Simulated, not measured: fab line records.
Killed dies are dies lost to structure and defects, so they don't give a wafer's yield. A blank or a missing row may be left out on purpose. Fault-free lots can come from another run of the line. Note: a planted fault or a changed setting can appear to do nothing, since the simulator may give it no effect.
fab line records	flow gf180mcu
record: lots: 13	wafers: 36	lastDay: 34
route steps=602 shown M1@332 V1@353 M2@366
lots untouched by any fault: they come from a run of this same line in which no faults occurred
startH: hours from the record's opening day to when the first of the lot's shown wafers began	waitH: hours from the lot's prior step to this one	" as in the row above	L1.1+2: a single row standing in for several wafers	- either no value or no given start	* or withheld: withheld	< > ~ a bound
route shown NAME@n: NAME is a module with steps in the file, n the number in the route of the first one	usual: the fault-free wafers' mean and standard deviation	same: alike in all rows	chamber/n: place in a boat	sites: readings site by site	_std_site: standard deviation of those values	_edge_site: inner sites' mean taken away from outer sites' mean	radiusMm: how far each site lies from the wafer's centre	mask NAME#n: copy n	behind: the last tool/chamber to shape the wafer	hold: reason for holding the lot/hours on hold/outcome of the hold	device: the n, p or np transistor that did not switch	end of line: tests of these same wafers at the route's end	a step given without rows: its recipe and nothing more	killed: dies lost to structure and defects at the first sort, not the wafer's yield	map: per-die view of a wafer (x killed, . not killed, _ where there is no die)
set.NAME: the setting as run; set.NAME@STEP: as run at that earlier step	model.NAME: the simulator's own value behind a step, which no gauge read
a sample of lots followed through the steps of the route, with each step as a table and each wafer as a row
services: when a tool's chamber went out of use (startH, in hours from the record's first day, below 0 if earlier), for how many hours, and the reason
== steps ==
step: GF_M1_STRIP_17
recipe: chemistry: O2/N2	powerW: 1400	pressureMtorr: 1500	platenTempC: 250	o2FlowSccm: 3000	n2FlowSccm: 300	overashFraction: 0.5
usual: drypumpMotorCurrentA: 5.8/0.35	heaterPowerW: 340/61	oesProductAu: 0.539/0.0047	stripTimeToEndpointS: 7.43/0.062
same: overashFraction: 0.5
lot.wafer	tool	chamber	startH	waitH	drypumpMotorCurrentA	heaterPowerW	oesProductAu	rfHoursCounterH	stripTimeToEndpointS
L972.1	plasmaAsher-03	0	388.66	0.3	6.0	427	0.534	75	7.36
L972.5	"	1	"	"	5.4	266	0.544	-	7.35
L973.2	plasmaAsher-02	0	396.64	0.2	6.3	368	0.537	60	7.44
L973.3	"	1	"	"	5.7	357	0.544	-	7.44
L973.4	"	0	"	"	6.2	351	0.541	-	7.41
L974.3	plasmaAsher-02	1	408.23	0.1	5.7	355	0.538	-	7.34
L974.4	"	0	"	"	6.3	357	0.548	-	7.44
L974.5	"	0	"	"	6.2	356	0.544	-	7.46
L975.2	plasmaAsher-02	1	413.01	0.1	5.7	345	0.543	61	7.34
L975.3	"	1	"	"	5.7	354	0.535	-	7.43
L975.6	"	0	"	"	6.3	350	0.537	-	7.34
L976.1	plasmaAsher-02	1	421.79	0.1	5.7	349	0.549	62	6.65
L976.2	"	0	"	"	6.3	355	0.554	62	6.78
L976.4	"	0	"	"	6.3	352	0.542	-	6.77
L977.1	plasmaAsher-02	0	431.58	0.1	6.3	349	0.550	64	6.71
L977.4	"	0	"	"	6.3	361	0.551	-	6.68
L977.5	"	0	"	"	6.2	357	0.539	-	6.67
L985.2	plasmaAsher-03	1	501.92	0.2	5.4	263	0.541	87	7.48
L985.5	"	0	"	"	6.0	420	0.546	-	7.47
L985.6	"	1	"	"	5.4	265	0.542	-	7.45
L987.1	plasmaAsher-03	1	517.72	0.2	5.4	254	0.529	89	7.33
L987.2	"	0	"	"	6.0	417	0.534	89	7.37
L987.6	"	1	"	"	5.4	257	0.536	-	7.35
L988.2	plasmaAsher-04	1	521.44	0.2	5.2	278	0.530	9	7.31
L988.3	"	0	"	"	5.5	329	0.532	-	7.35
L988.6	"	0	"	"	5.5	321	0.532	-	7.34
L991.1	plasmaAsher-02	1	550.84	0.1	5.7	359	0.543	76	7.35
L991.3	"	1	"	"	5.7	343	0.547	-	7.44
L991.5	"	0	"	"	6.3	353	0.536	-	7.41
L992.1	plasmaAsher-03	0	559.44	0.1	6.0	423	0.543	94	7.48
L992.4	"	0	"	"	6.0	435	0.543	-	7.55
L993.3	plasmaAsher-03	1	563.27	0.1	5.4	264	0.538	-	7.50
L993.5	"	0	"	"	6.0	433	0.539	-	7.41
L993.6	"	1	"	"	5.4	263	0.536	-	7.45
L994.4	plasmaAsher-04	0	573.77	0.1	5.5	325	0.534	-	7.33
L994.5	"	1	"	"	5.2	267	0.545	-	7.44
step: GF_V1_STRIP_18
recipe: chemistry: O2/N2	powerW: 1400	pressureMtorr: 1500	platenTempC: 250	o2FlowSccm: 3000	n2FlowSccm: 300	overashFraction: 0.5
usual: drypumpMotorCurrentA: 5.9/0.41	heaterPowerW: 327/27	oesProductAu: 0.593/0.0047
same: overashFraction: 0.5
lot.wafer	tool	chamber	startH	waitH	drypumpMotorCurrentA	heaterPowerW	oesProductAu	rfHoursCounterH
L972.1	plasmaAsher-01	0	412.14	-	5.7	299	0.592	32
L972.5	"	0	"	"	5.7	300	0.597	-
L973.2	plasmaAsher-02	0	420.69	-	6.2	361	0.594	62
L973.3	"	0	"	"	6.2	356	0.589	-
L973.4	"	1	"	"	5.7	347	0.600	-
L974.3	plasmaAsher-01	0	433.23	-	5.7	307	0.597	-
L974.4	"	1	"	"	6.6	310	0.593	-
L974.5	"	0	"	"	5.7	300	0.584	-
L975.2	plasmaAsher-02	1	438.24	-	5.7	360	0.593	65
L975.3	"	0	"	"	6.2	354	0.596	-
L975.6	"	0	"	"	6.2	348	0.591	-
L976.1	plasmaAsher-04	1	446.79	-	5.2	270	0.593	2
L976.2	"	0	"	"	5.5	320	0.590	2
L976.4	"	1	"	"	5.3	271	0.592	-
L977.1	plasmaAsher-01	0	457.29	-	5.8	305	0.589	37
L977.4	"	1	"	"	6.6	307	0.593	-
L977.5	"	0	"	"	5.8	309	0.590	-
L985.2	plasmaAsher-01	1	527.65	-	6.6	316	0.590	44
L985.5	"	1	"	"	6.5	308	0.602	-
L985.6	"	0	"	"	5.7	302	0.594	-
L987.1	plasmaAsher-04	0	542.59	-	5.5	320	0.597	11
L987.2	"	1	"	"	5.2	281	0.596	11
L987.6	"	1	"	"	5.2	275	0.588	-
L988.2	plasmaAsher-04	0	546.19	-	5.5	323	0.590	12
L988.3	"	1	"	"	5.3	271	0.591	-
L988.6	"	0	"	"	5.5	325	0.587	-
L991.1	plasmaAsher-01	0	574.26	-	5.8	306	0.592	49
L991.3	"	0	"	"	5.8	303	0.602	-
L991.5	"	0	"	"	5.8	301	0.588	-
L992.1	plasmaAsher-01	1	582.89	-	6.6	303	0.594	50
L992.4	"	0	"	"	5.8	304	0.585	-
L993.3	plasmaAsher-02	0	586.47	-	6.2	353	0.595	-
L993.5	"	0	"	"	6.3	357	0.596	-
L993.6	"	1	"	"	5.7	351	0.587	-
L994.4	plasmaAsher-02	0	596.30	-	6.3	352	0.588	-
L994.5	"	0	"	"	6.3	370	0.593	-
step: GF_M2_SPUTTER_04
recipe: material: TiN	targetThkNm: 50	powerW: 6500	timeS: 41.7	chamberPressurePa: 0.4
usual: throttleValvePct: 30.2/1.5
lot.wafer	tool	chamber	startH	waitH	throttleValvePct
L972.1	pvdSputter-04	-	413.58	0.0	30.5
L972.5	"	-	"	"	30.7
L973.2	pvdSputter-01	-	422.31	0.0	31.8
L973.3	"	-	"	"	29.6
L973.4	"	-	"	"	27.1
L974.3	pvdSputter-04	-	434.61	0.0	32.2
L974.4	"	-	"	"	30.1
L974.5	"	-	"	"	29.8
L975.2	pvdSputter-04	-	439.66	0.0	30.0
L975.3	"	-	"	"	30.4
L975.6	"	-	"	"	29.3
L976.1	pvdSputter-01	-	448.23	0.0	31.3
L976.2	"	-	"	"	29.2
L976.4	"	-	"	"	26.8
L977.1	pvdSputter-03	-	458.70	0.0	28.6
L977.4	"	-	"	"	29.0
L977.5	"	-	"	"	30.0
L985.2	pvdSputter-01	-	529.06	0.0	26.9
L985.5	"	-	"	"	31.7
L985.6	"	-	"	"	30.7
L987.1	pvdSputter-01	-	544.01	0.0	30.7
L987.2	"	-	"	"	31.4
L987.6	"	-	"	"	31.7
L988.2	pvdSputter-03	-	547.75	0.0	28.7
L988.3	"	-	"	"	30.0
L988.6	"	-	"	"	28.9
L991.1	pvdSputter-01	-	575.73	0.0	29.6
L991.3	"	-	"	"	31.4
L991.5	"	-	"	"	29.2
L992.1	pvdSputter-04	-	584.41	0.0	32.5
L992.4	"	-	"	"	30.8
L993.3	pvdSputter-03	-	587.85	0.0	31.1
L993.5	"	-	"	"	31.2
L993.6	"	-	"	"	28.8
L994.4	pvdSputter-01	-	597.68	0.0	27.0
L994.5	"	-	"	"	27.1
step: GF_M2_RS_MEAS_05
recipe: thkMeasGauge: four-point-probe	reads: TiN_of_M2_SPUTTER_04+Ti_of_M2_SPUTTER_03+AlCu_of_M2_SPUTTER_02+TiN_of_M2_SPUTTER_01+Ti_of_M2_SPUTTER_00
usual: M2_ALCU_RS: 0.0694/0.00088
lot.wafer	tool	chamber	startH	waitH	M2_ALCU_RS[ohm/sq]
L972.1	filmMetro-03	-	413.62	0.0	0.0704
L972.5	"	-	"	"	0.0687
L973.2	filmMetro-02	-	422.37	0.0	0.0693
L973.3	"	-	"	"	0.0692
L973.4	"	-	"	"	0.0683
L974.3	filmMetro-03	-	434.69	0.1	0.0684
L974.4	"	-	"	"	0.0705
L974.5	"	-	"	"	0.0700
L975.2	filmMetro-04	-	439.72	0.0	0.0704
L975.3	"	-	"	"	0.0703
L975.6	"	-	"	"	0.0701
L976.1	filmMetro-02	-	448.28	0.0	0.0688
L976.2	"	-	"	"	0.0681
L976.4	"	-	"	"	0.0675
L977.1	filmMetro-04	-	458.74	0.0	0.0682
L977.4	"	-	"	"	0.0691
L977.5	"	-	"	"	0.0692
L985.2	filmMetro-04	-	529.12	0.0	0.0689
L985.5	"	-	"	"	0.0688
L985.6	"	-	"	"	0.0704
L987.1	filmMetro-02	-	544.05	0.0	0.0693
L987.2	"	-	"	"	0.0684
L987.6	"	-	"	"	0.0685
L988.2	filmMetro-02	-	547.81	0.0	0.0683
L988.3	"	-	"	"	0.0686
L988.6	"	-	"	"	0.0687
L991.1	filmMetro-02	-	575.77	0.0	0.0703
L991.3	"	-	"	"	0.0703
L991.5	"	-	"	"	0.0697
L992.1	filmMetro-02	-	584.45	0.0	0.0685
L992.4	"	-	"	"	0.0693
L993.3	filmMetro-02	-	587.93	0.1	0.0695
L993.5	"	-	"	"	0.0697
L993.6	"	-	"	"	0.0700
L994.4	filmMetro-03	-	597.78	0.1	0.0680
L994.5	"	-	"	"	0.0685
== services ==
tool	chamber	startH	hours	kind
plasmaAsher-02	-	381.37	5.9	repair
plasmaAsher-02	-	387.23	2.8	pm
pvdSputter-03	-	398.58	0.6	repair
plasmaAsher-04	-	421.25	9.0	pm
plasmaAsher-04	0	421.25	9.0	ventCycle
plasmaAsher-04	1	421.25	9.0	ventCycle
plasmaAsher-03	-	427.32	3.6	repair
plasmaAsher-04	0	430.25	-	clean
plasmaAsher-04	1	430.25	-	clean
pvdSputter-04	-	437.50	1.8	repair
pvdSputter-01	-	452.93	1.0	repair
pvdSputter-03	-	455.57	2.9	repair
plasmaAsher-04	-	497.82	2.8	pm
pvdSputter-03	-	505.69	6.0	repair
pvdSputter-04	-	558.92	3.4	repair
pvdSputter-01	-	578.94	13.9	repair
plasmaAsher-04	-	597.00	13.2	repair
== key ==
firstSign: step: GF_M1_STRIP_17	reading: stripTimeToEndpointS	direction: down	sigmas: 11	usual: *	struck: *
effect none on later readings
metAt GF_M1_STRIP_17
struckLots L976,L977
notActingAt GF_V1_STRIP_18,GF_M2_SPUTTER_04,GF_M2_RS_MEAS_05
onsetBetween 413.01 421.79
fault: kind: processParameterDrift	tool: plasmaAsher-02	chamber: -	onsetH: 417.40	steps: GF_M1_STRIP_17	channel: powerW	offset: 202.64	shape: step	endH: 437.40	actsIn: theseRecipesOnly	stated: 1400
